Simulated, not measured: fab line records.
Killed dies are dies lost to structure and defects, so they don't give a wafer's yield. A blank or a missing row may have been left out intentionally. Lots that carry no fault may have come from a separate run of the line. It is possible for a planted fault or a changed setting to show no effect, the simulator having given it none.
The tool behind it: which one? + flow gf180mcu + Sampling: 14 lots, 42 wafers, 5 of 602 route steps

## WHAT THE GAUGES READ, wafer by wafer
GF_NWELL_TW_MEAS_11. Usual: NWELL_TW typically reads 1562, with standard deviation 11.
| lot  | measured    | on            | NWELL_TW                      | flag |
|------|-------------|---------------|-------------------------------|------|
| L454 | day 3 07:37 | film-metro-02 | 1568 1564 1562                |      |
| L456 | day 3 19:24 | film-metro-03 | 1548 1555 1553                |      |
| L457 | day 4 00:30 | film-metro-03 | 1550 1546 1541                |      |
| L461 | day 4 20:47 | film-metro-03 | 1556 1559 1554                |      |
| L465 | day 5 19:53 | film-metro-03 | 1473 1489 1481 1480 1481 1480 | OFF  |
| L466 | day 6 00:09 | film-metro-01 | 1498 1501 1494 1502 1497 1499 | OFF  |
| L467 | day 6 08:06 | film-metro-01 | 1568 1571 1576                |      |
| L468 | day 6 12:10 | film-metro-01 | 1563 1561 1564                |      |
| L469 | day 6 19:50 | film-metro-01 | 1563 1571 1574                |      |
| L470 | day 7 03:03 | film-metro-03 | 1537 1533 1537                |      |
| L472 | day 7 09:38 | film-metro-01 | 1583 1559 1568                |      |
| L473 | day 7 14:48 | film-metro-02 | 1574 1580 1563                |      |
| L474 | day 7 23:36 | film-metro-02 | 1580 1581 1585                |      |
| L476 | day 8 08:06 | film-metro-01 | 1564 1566 1574                |      |

GF_CONTACT_RS_MEAS_25: measures by four-point-probe. Usual: CONTACT_W_RS typically reads 0.381 ohm/sq, with standard deviation 0.007.
| lot  | measured     | on            | CONTACT_W_RS (ohm/sq) | flag |
|------|--------------|---------------|-----------------------|------|
| L454 | day 15 21:46 | film-metro-01 | 0.381 0.390 0.380     |      |
| L456 | day 16 22:51 | film-metro-03 | 0.373 0.388 0.374     |      |
| L457 | day 17 00:07 | film-metro-01 | 0.392 0.386 0.394     |      |
| L461 | day 18 17:01 | film-metro-02 | 0.381 0.386 0.377     |      |
| L467 | day 20 22:14 | film-metro-01 | 0.369 0.371 0.379     |      |
| L468 | day 21 05:33 | film-metro-03 | 0.373 0.375 0.371     |      |
| L469 | day 21 22:11 | film-metro-03 | 0.382 0.392 0.385     |      |
| L470 | day 22 05:21 | film-metro-01 | 0.383 0.372 0.380     |      |
| L472 | day 22 13:58 | film-metro-02 | 0.382 0.378 0.381     |      |
| L473 | day 22 23:29 | film-metro-03 | 0.374 0.374 0.391     |      |
| L474 | day 23 09:39 | film-metro-03 | 0.380 0.387 0.378     |      |
| L476 | day 23 23:35 | film-metro-02 | 0.379 0.375 0.375     |      |

## EACH LOT AND THE TOOL THAT RAN IT (in order: tool; ch and the chambers of the sampled wafers; start)
| lot  | GF_STI_ETCH_14                  | GF_NWELL_IMPLANT_09            | GF_CONTACT_CVD_24             |
|------|---------------------------------|--------------------------------|-------------------------------|
| L454 | rie-si-01 ch 0,2,3, day 2 02:03 | implanter-01 ch 0, day 3 07:23 | cvd-w-01 ch 0,1, day 15 21:40 |
| L456 | rie-si-02 ch 0,2, day 2 13:25   | implanter-01 ch 0, day 3 19:10 | cvd-w-01 ch 0,1, day 16 22:44 |
| L457 | rie-si-02 ch 1,2,3, day 2 17:04 | implanter-01 ch 0, day 4 00:15 | cvd-w-02 ch 0,1, day 17 00:01 |
| L461 | rie-si-01 ch 0,3, day 3 12:54   | implanter-03 ch 0, day 4 20:32 | cvd-w-02 ch 0,1, day 18 16:55 |
| L465 | rie-si-02 ch 1,2,3, day 4 10:05 | implanter-01, day 5 19:38      | -                             |
| L466 | rie-si-01 ch 1,3, day 4 14:41   | implanter-02, day 5 23:55      | -                             |
| L467 | rie-si-01 ch 0,1,3, day 4 21:30 | implanter-03 ch 0, day 6 07:52 | cvd-w-01 ch 0,1, day 20 22:07 |
| L468 | rie-si-01 ch 0,2,3, day 5 02:44 | implanter-01 ch 0, day 6 11:56 | cvd-w-01 ch 0,1, day 21 05:26 |
| L469 | rie-si-02 ch 0,1,3, day 5 06:35 | implanter-02 ch 0, day 6 19:35 | cvd-w-02 ch 0,1, day 21 22:05 |
| L470 | rie-si-02 ch 1,2,3, day 5 12:10 | implanter-02 ch 0, day 7 02:49 | cvd-w-01 ch 0,1, day 22 05:14 |
| L472 | rie-si-01 ch 0,3, day 5 22:17   | implanter-02 ch 0, day 7 09:23 | cvd-w-02 ch 0,1, day 22 13:52 |
| L473 | rie-si-01 ch 0,2, day 6 03:00   | implanter-03 ch 0, day 7 14:34 | cvd-w-01 ch 0,1, day 22 23:22 |
| L474 | rie-si-01 ch 1,2,3, day 6 10:15 | implanter-01 ch 0, day 7 23:21 | cvd-w-02 ch 0,1, day 23 09:33 |
| L476 | rie-si-02 ch 0,1,2, day 6 18:29 | implanter-03 ch 0, day 8 07:52 | cvd-w-01 ch 0,1, day 23 23:28 |
- GF_STI_ETCH_14: etches Si in HBr/Cl2/O2, target depth 360 nm, time 102.9 s.
- GF_NWELL_IMPLANT_09
- GF_CONTACT_CVD_24: deposits W, target thk 300 nm, time 90.339 s.

## AS READ BY THE TOOLS THEMSELVES (means over the sampled wafers that have a number; for cases with no such wafer, the mark the record gives instead)
GF_STI_ETCH_14. Usual: chamber-pressure-mTorr 15.000 mTorr, standard deviation 0.012; drypump-motor-current-A 5.7 A, standard deviation 0.4; oes-product-au 1.004 a.u., standard deviation 0.015; throttle-valve-pct 25.654 %, standard deviation 0.014.
| lot  | tool      | chamber-pressure-mTorr (mTorr) | drypump-motor-current-A (A) | oes-product-au (a.u.) | throttle-valve-pct (%) | flag |
|------|-----------|--------------------------------|-----------------------------|-----------------------|------------------------|------|
| L454 | rie-si-01 | 14.994                         | 5.7                         | 1.001                 | 25.651                 |      |
| L456 | rie-si-02 | 15.006                         | 5.6                         | 0.991                 | 25.653                 |      |
| L457 | rie-si-02 | 15.008                         | 5.8                         | 1.000                 | 25.658                 |      |
| L461 | rie-si-01 | 15.012                         | 5.6                         | 1.004                 | 25.641                 |      |
| L465 | rie-si-02 | 15.006                         | 5.8                         | 1.009                 | 25.656                 |      |
| L466 | rie-si-01 | 15.001                         | 5.8                         | 0.997                 | 25.661                 |      |
| L467 | rie-si-01 | 15.008                         | 5.7                         | 1.005                 | 25.650                 |      |
| L468 | rie-si-01 | 14.998                         | 5.7                         | 0.999                 | 25.663                 |      |
| L469 | rie-si-02 | 14.992                         | 5.7                         | 1.015                 | 25.656                 |      |
| L470 | rie-si-02 | 15.012                         | 5.8                         | 1.005                 | 25.650                 |      |
| L472 | rie-si-01 | 15.001                         | 5.6                         | 1.009                 | 25.656                 |      |
| L473 | rie-si-01 | 14.988                         | 5.7                         | 1.011                 | 25.641                 |      |
| L474 | rie-si-01 | 15.000                         | 5.8                         | 1.006                 | 25.655                 |      |
| L476 | rie-si-02 | 14.993                         | 5.9                         | 0.998                 | 25.662                 |      |

GF_NWELL_IMPLANT_09. Usual: beam-energy-keV 160.01, standard deviation 0.051; beam-on-s 9.99 s, standard deviation 0.2.
| lot  | tool         | beam-energy-keV | beam-on-s (s) | flag |
|------|--------------|-----------------|---------------|------|
| L454 | implanter-01 | 160.01          | 10.06         |      |
| L456 | implanter-01 | 159.95          | 10.01         |      |
| L457 | implanter-01 | 159.98          | 10.01         |      |
| L461 | implanter-03 | 160.04          | 9.91          |      |
| L465 | implanter-01 | -               | -             | OFF  |
| L466 | implanter-02 | -               | -             | OFF  |
| L467 | implanter-03 | 159.94          | 9.82          |      |
| L468 | implanter-01 | 160.02          | 9.94          |      |
| L469 | implanter-02 | 159.98          | 9.89          |      |
| L470 | implanter-02 | 159.96          | 9.91          |      |
| L472 | implanter-02 | 160.06          | 10.12         |      |
| L473 | implanter-03 | 159.97          | 9.96          |      |
| L474 | implanter-01 | 160.01          | 9.96          |      |
| L476 | implanter-03 | 160.01          | 9.96          |      |

GF_CONTACT_CVD_24. Usual: heater-power-w reads 762 W (standard deviation 41).
| lot  | tool     | heater-power-w (W) | flag |
|------|----------|--------------------|------|
| L454 | cvd-w-01 | 808                |      |
| L456 | cvd-w-01 | 799                |      |
| L457 | cvd-w-02 | 739                |      |
| L461 | cvd-w-02 | 769                |      |
| L467 | cvd-w-01 | 767                |      |
| L468 | cvd-w-01 | 763                |      |
| L469 | cvd-w-02 | 777                |      |
| L470 | cvd-w-01 | 768                |      |
| L472 | cvd-w-02 | 763                |      |
| L473 | cvd-w-01 | 764                |      |
| L474 | cvd-w-02 | 767                |      |
| L476 | cvd-w-01 | 775                |      |

## THE ANSWER, worked out from the rows above alone
Rule: lot off if the mean of its wafers having a number is beyond 3 standard deviations from the usual mean. A lot without any number at a reading at which 4 lots or more have one is off too. The other lots that the step has rows for count as sound. First the gauges in route order, then the tools' own readings, where a lot's mean is used as printed above. The first step at which some lot is off is used, and at that step the reading that is off furthest; a lot without a number counts as furthest.
Off: at GF_NWELL_TW_MEAS_11 (NWELL_TW), L465, L466.
If a tool, at a process step before that reading, ran all the lots that are off and no sound lot after the first of them, it fits. Not tried: the gauges at GF_NWELL_TW_MEAS_11; whatever is off there is also off at GF_NWELL_IMPLANT_09, on other tools, and gauge error can't account for it. No candidate that was tried fits.

## WHAT HAD BEEN PUT IN BY THE SIMULATOR
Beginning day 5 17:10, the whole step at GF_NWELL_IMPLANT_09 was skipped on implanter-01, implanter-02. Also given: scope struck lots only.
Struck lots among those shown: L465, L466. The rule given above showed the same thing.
